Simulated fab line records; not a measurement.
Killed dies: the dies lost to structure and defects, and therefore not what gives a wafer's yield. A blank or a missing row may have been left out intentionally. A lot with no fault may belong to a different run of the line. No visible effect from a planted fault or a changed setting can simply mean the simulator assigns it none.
fab line records    flow sky130
[record] lots = 13  wafers = 39  last-day = 50
route steps=708 shown LI_CONTACT@377 LOCAL_INTERCONNECT@388
lots untouched by any fault: they come from a run of this same line in which no faults occurred
start-h: the number of hours between the record's first day and the start of the first shown wafer of the lot    wait-h: how many hours have passed since the lot's step before this one    " unchanged from the row above    L1.1+2: a row that stands for several wafers    - no value, or no start given    * or withheld: withheld    < > ~ a bound
route shown NAME@n: names a module that has steps shown in the file, with the first one's number in the route    usual: average and standard deviation across the fault-free wafers    same: alike in all rows    chamber/n: place in a boat    sites: the reading at each site    _std_site: their standard deviation    _edge_site: inner sites' mean taken away from outer sites' mean    radius-mm: how far each site lies from the wafer's centre    mask NAME#n: copy n    behind: the most recent tool/chamber to have shaped the wafer    hold: reason for holding the lot/hours on hold/outcome of the hold    device: the n, p or np transistor that did not switch    end of line: at the end of the route, the tests of the same wafers    where a step has no rows: the recipe by itself    killed: dies lost to structure and defects at the first sort, not the wafer's yield    map: a wafer's dies, x killed, . not, _ none there
set.NAME: the run value of the setting; set.NAME@STEP: its run value at that earlier step    model.NAME: the simulator's own value behind a step, which no gauge read
steps of the route over a sample of lots; a table a step, a row a wafer
services: from which hour (start-h, from the record's first day; less than 0 if before it) a tool's chamber was out of use, for how many hours, and why
[[steps]]
[step SKY_LI_CONTACT_ETCH_15]
[recipe] target = PSG  chemistry = C4F8/O2/Ar  stop-on = Si  taper-deg = 4.15  mask-material = KrF-thick  source-w = 1500  bias-w = 1200  pressure-mtorr = 40  c4f8-flow-sccm = withheld  O2_flow_sccm = 6  Ar_flow_sccm = 300  time-s = withheld  target-depth-a = 6000
[usual] chamber-pressure-mTorr = 40.00/0.04  oes-product-au = 0.837/0.0046  rf-fwd-power-W = 1494/5
lot.wafer  tool         chamber  start-h  wait-h  chamber-pressure-mTorr  oes-product-au  rf-fwd-power-W
L485.2     rie-diel-01  2        681.99   0.0     40.07                   0.854           1493
L485.5     "            3        "        "       40.03                   0.841           1491
L485.6     "            2        "        "       39.99                   0.841           1496
L486.2     rie-diel-03  2        690.04   0.0     40.07                   0.835           1484
L486.3     "            1        "        "       39.96                   0.837           1495
L486.4     "            3        "        "       39.98                   0.842           1496
L487.3     rie-diel-03  3        702.01   0.0     40.01                   0.837           1487
L487.4     "            0        "        "       40.03                   0.837           1495
L487.6     "            2        "        "       39.96                   0.829           1486
L488.2     rie-diel-03  2        709.76   0.0     40.01                   0.830           1476
L488.3     "            0        "        "       40.06                   0.832           1497
L488.6     "            3        "        "       40.01                   0.842           1492
L489.2     rie-diel-02  3        710.31   0.0     39.98                   0.836           1495
L489.3     "            1        "        "       39.89                   0.834           1501
L489.5     "            2        "        "       39.98                   0.838           1487
L490.2     rie-diel-03  3        713.61   0.0     39.94                   0.835           1494
L490.5     "            2        "        "       39.97                   0.840           1496
L490.6     "            3        "        "       40.05                   0.844           1497
L491.2     rie-diel-01  3        730.51   0.0     39.93                   0.834           1492
L491.4     "            0        "        "       40.04                   0.834           1496
L491.6     "            2        "        "       40.03                   0.829           1493
L492.3     rie-diel-02  1        736.71   0.0     39.96                   0.831           1500
L492.4     "            0        "        "       39.98                   0.842           1490
L492.6     "            0        "        "       39.99                   0.838           1494
L496.1     rie-diel-02  2        761.04   0.0     40.05                   0.835           1495
L496.2     "            1        "        "       40.07                   0.844           1498
L496.6     "            3        "        "       40.04                   0.834           1497
L497.1     rie-diel-01  3        773.91   0.0     39.97                   0.831           1492
L497.4     "            2        "        "       39.99                   0.837           1491
L497.5     "            2        "        "       39.97                   0.832           1498
L503.1     rie-diel-02  1        825.76   0.0     39.99                   0.833           1486
L503.2     "            2        "        "       40.04                   0.841           1493
L503.5     "            2        "        "       40.04                   0.837           1492
L504.2     rie-diel-03  0        833.06   0.0     40.01                   0.836           1492
L504.5     "            1        "        "       40.01                   0.830           1490
L504.6     "            0        "        "       39.96                   0.838           1498
L506.3     rie-diel-01  1        839.16   0.0     39.98                   0.833           1495
L506.4     "            2        "        "       40.03                   0.839           1487
L506.6     "            2        "        "       39.98                   0.827           1494
[step SKY_LI_CONTACT_CVD_21]
[recipe] material = W  target-thk-nm = 400  time-s = 120.56  temp-c = 400  pressure-torr = 40
[usual] heater-power-w = 882/50  susceptor-temp-C = 400.02/0.2
lot.wafer  tool      chamber  start-h  wait-h  heater-power-w  susceptor-temp-C
L485.2     cvd-w-01  0        682.51   0.0     832             400.08
L485.5     "         1        "        "       965             400.06
L485.6     "         0        "        "       815             400.23
L486.2     cvd-w-01  1        690.58   0.0     923             400.31
L486.3     "         1        "        "       948             400.44
L486.4     "         0        "        "       844             399.87
L487.3     cvd-w-02  1        702.58   0.1     915             400.03
L487.4     "         0        "        "       864             400.07
L487.6     "         1        "        "       895             399.93
L488.2     cvd-w-02  1        710.28   0.0     920             400.16
L488.3     "         0        "        "       849             400.09
L488.6     "         1        "        "       884             399.91
L489.2     cvd-w-01  1        710.98   0.1     932             399.84
L489.3     "         0        "        "       823             399.75
L489.5     "         1        "        "       946             400.16
L490.2     cvd-w-02  1        714.13   0.0     921             400.24
L490.5     "         0        "        "       861             399.91
L490.6     "         1        "        "       905             399.76
L491.2     cvd-w-01  0        731.03   0.0     828             399.95
L491.4     "         0        "        "       824             399.73
L491.6     "         0        "        "       809             399.77
L492.3     cvd-w-02  0        737.27   0.1     833             400.03
L492.4     "         1        "        "       905             399.79
L492.6     "         1        "        "       894             400.07
L496.1     cvd-w-02  0        761.56   0.0     854             400.29
L496.2     "         1        "        "       913             399.86
L496.6     "         0        "        "       836             400.09
L497.1     cvd-w-02  0        774.43   0.0     862             399.78
L497.4     "         0        "        "       869             400.22
L497.5     "         1        "        "       888             399.96
L503.1     cvd-w-01  0        826.28   0.0     812             400.21
L503.2     "         1        "        "       927             400.13
L503.5     "         0        "        "       831             400.24
L504.2     cvd-w-01  0        833.58   0.0     816             399.79
L504.5     "         1        "        "       949             400.06
L504.6     "         0        "        "       801             400.17
L506.3     cvd-w-01  1        839.72   0.1     932             399.88
L506.4     "         0        "        "       819             400.40
L506.6     "         1        "        "       928             399.96
[step SKY_LOCAL_INTERCONNECT_RS_MEAS_01]
[recipe] thk-meas-gauge = four-point-probe  reads = TiN_of_LOCAL_INTERCONNECT_SPUTTER_00
[usual] LOCAL_INTERCONNECT_TIN_RS = 14.13/0.16
lot.wafer  tool           chamber  start-h  wait-h  LOCAL_INTERCONNECT_TIN_RS[ohm/sq]
L485.2     film-metro-02  -        683.20   0.1     14.60
L485.5     "              -        "        "       14.15
L485.6     "              -        "        "       14.46
L486.2     film-metro-04  -        691.27   0.1     14.05
L486.3     "              -        "        "       14.13
L486.4     "              -        "        "       14.14
L487.3     film-metro-01  -        703.25   0.1     14.10
L487.4     "              -        "        "       14.00
L487.6     "              -        "        "       14.18
L488.2     film-metro-01  -        710.97   0.1     14.00
L488.3     "              -        "        "       14.09
L488.6     "              -        "        "       14.14
L489.2     film-metro-01  -        711.67   0.1     13.97
L489.3     "              -        "        "       13.88
L489.5     "              -        "        "       14.05
L490.2     film-metro-01  -        714.82   0.1     14.13
L490.5     "              -        "        "       14.27
L490.6     "              -        "        "       13.94
L491.2     film-metro-04  -        731.72   0.1     13.88
L491.4     "              -        "        "       13.94
L491.6     "              -        "        "       13.97
L492.3     film-metro-04  -        737.93   0.1     14.38
L492.4     "              -        "        "       14.39
L492.6     "              -        "        "       14.28
L496.1     film-metro-01  -        762.22   0.0     14.28
L496.2     "              -        "        "       14.27
L496.6     "              -        "        "       14.32
L497.1     film-metro-04  -        775.09   0.0     13.90
L497.4     "              -        "        "       13.93
L497.5     "              -        "        "       14.10
L503.1     film-metro-04  -        826.95   0.0     14.16
L503.2     "              -        "        "       14.06
L503.5     "              -        "        "       14.15
L504.2     film-metro-04  -        834.26   0.1     14.05
L504.5     "              -        "        "       13.89
L504.6     "              -        "        "       14.16
L506.3     film-metro-01  -        840.39   0.1     14.22
L506.4     "              -        "        "       14.04
L506.6     "              -        "        "       13.97
[step SKY_LOCAL_INTERCONNECT_EXPOSE_08]
[recipe] mask-id = LI1M  na = 0.8  source-shape = annular  sigma-inner = 0.55  sigma-outer = 0.85  target-cd-nm = 170  dose-mj = 28
lot.wafer   tool            chamber  start-h  wait-h  mask
L485.2+5+6  krf-scanner-01  0        697.54   -       LI1M#0
L486.2+3+4  krf-scanner-02  0        705.46   -       LI1M#0
L487.3+4+6  krf-scanner-02  0        716.94   -       LI1M#0
L488.2+3+6  krf-scanner-02  0        724.14   -       LI1M#0
L489.2+3+5  krf-scanner-01  0        725.86   -       LI1M#0
L490.2+5+6  krf-scanner-02  0        728.74   -       LI1M#0
L491.2+4+6  krf-scanner-02  0        745.73   -       LI1M#0
L492.3+4+6  krf-scanner-01  0        751.74   -       LI1M#0
L496.1+2+6  krf-scanner-01  0        776.93   -       LI1M#0
L497.1+4+5  krf-scanner-01  0        788.61   -       LI1M#0
L503.1+2+5  krf-scanner-01  0        840.49   -       LI1M#0
L504.2+5+6  krf-scanner-01  0        847.20   -       LI1M#0
L506.3+4+6  krf-scanner-01  0        853.73   -       LI1M#0
[step SKY_LOCAL_INTERCONNECT_OVL_MEAS_12]
[usual] LOCAL_INTERCONNECT_OVL = 2/5.8
lot.wafer  tool        chamber  start-h  wait-h  LOCAL_INTERCONNECT_OVL[nm]
L485.2     overlay-01  -        711.87   0.1     -2
L485.5     "           -        "        "       7
L485.6     "           -        "        "       2
L486.2     overlay-02  -        719.40   0.1     5
L486.3     "           -        "        "       1
L486.4     "           -        "        "       4
L487.3     overlay-01  -        730.79   0.1     -9
L487.4     "           -        "        "       -6
L487.6     "           -        "        "       1
L488.2     overlay-01  -        738.29   0.1     68
L488.3     "           -        "        "       69
L488.6     "           -        "        "       72
L489.2     overlay-01  -        739.29   0.1     -6
L489.3     "           -        "        "       -6
L489.5     "           -        "        "       3
L490.2     overlay-02  -        742.75   0.1     69
L490.5     "           -        "        "       75
L490.6     "           -        "        "       72
L491.2     overlay-01  -        759.07   0.1     74
L491.4     "           -        "        "       74
L491.6     "           -        "        "       67
L492.3     overlay-01  -        765.54   0.1     6
L492.4     "           -        "        "       8
L492.6     "           -        "        "       7
L496.1     overlay-02  -        789.62   0.1     -5
L496.2     "           -        "        "       -3
L496.6     "           -        "        "       -1
L497.1     overlay-02  -        802.10   0.1     3
L497.4     "           -        "        "       5
L497.5     "           -        "        "       15
L503.1     overlay-02  -        853.52   0.1     9
L503.2     "           -        "        "       6
L503.5     "           -        "        "       4
L504.2     overlay-02  -        860.44   0.1     16
L504.5     "           -        "        "       9
L504.6     "           -        "        "       13
L506.3     overlay-01  -        866.18   0.1     6
L506.4     "           -        "        "       5
L506.6     "           -        "        "       11
[[services]]
tool            chamber  start-h  hours  kind
krf-scanner-01  -        663.03   1.0    pm
cvd-w-02        -        668.47   2.8    pm
krf-scanner-02  -        669.90   0.8    pm
cvd-w-01        -        683.83   4.3    repair
rie-diel-03     0        686.26   8.1    repair
krf-scanner-02  -        689.01   1.3    pm
krf-scanner-02  -        699.91   4.4    repair
rie-diel-03     3        704.79   4.6    repair
krf-scanner-01  -        712.66   4.0    pm
krf-scanner-01  -        716.68   4.4    pm
rie-diel-03     1        720.04   5.4    repair
krf-scanner-02  -        746.39   1.0    pm
cvd-w-01        0        750.18   1.9    repair
cvd-w-02        0        751.11   1.4    repair
rie-diel-03     2        761.24   8.2    repair
krf-scanner-01  -        765.13   1.3    pm
cvd-w-01        -        770.92   6.0    pm
krf-scanner-02  -        773.34   4.0    pm
krf-scanner-01  -        777.36   0.8    pm
rie-diel-03     3        810.05   1.5    repair
krf-scanner-01  -        828.58   0.4    repair
krf-scanner-01  -        832.03   1.0    pm
krf-scanner-02  -        838.70   0.8    pm
cvd-w-02        -        839.92   14.5   repair
[[key]]
[first-sign] step = SKY_LOCAL_INTERCONNECT_OVL_MEAS_12  reading = LOCAL_INTERCONNECT_OVL  direction = up  sigmas = 12  usual = 2  struck = 71
effect none on later readings
met-at SKY_LOCAL_INTERCONNECT_EXPOSE_08
struck-lots L488,L490,L491
tester-left-out L488,L490,L491
not-acting-at SKY_LI_CONTACT_ETCH_15,SKY_LI_CONTACT_CVD_21,SKY_LOCAL_INTERCONNECT_RS_MEAS_01
onset-between 716.94 724.14
[fault] kind = scanner-matching-overlay  tool = krf-scanner-02  chamber = -  onset-h = 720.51  steps = SKY_LOCAL_INTERCONNECT_EXPOSE_08  offset = 67.206
// tester-left-out: of these lots the tester's yield and bins aren't shown, on N5 and GAA mostly nor the transistor test; their killed dies are dies lost to structure and defects alone, not to doping, threshold or leakage, so they don't give the yield
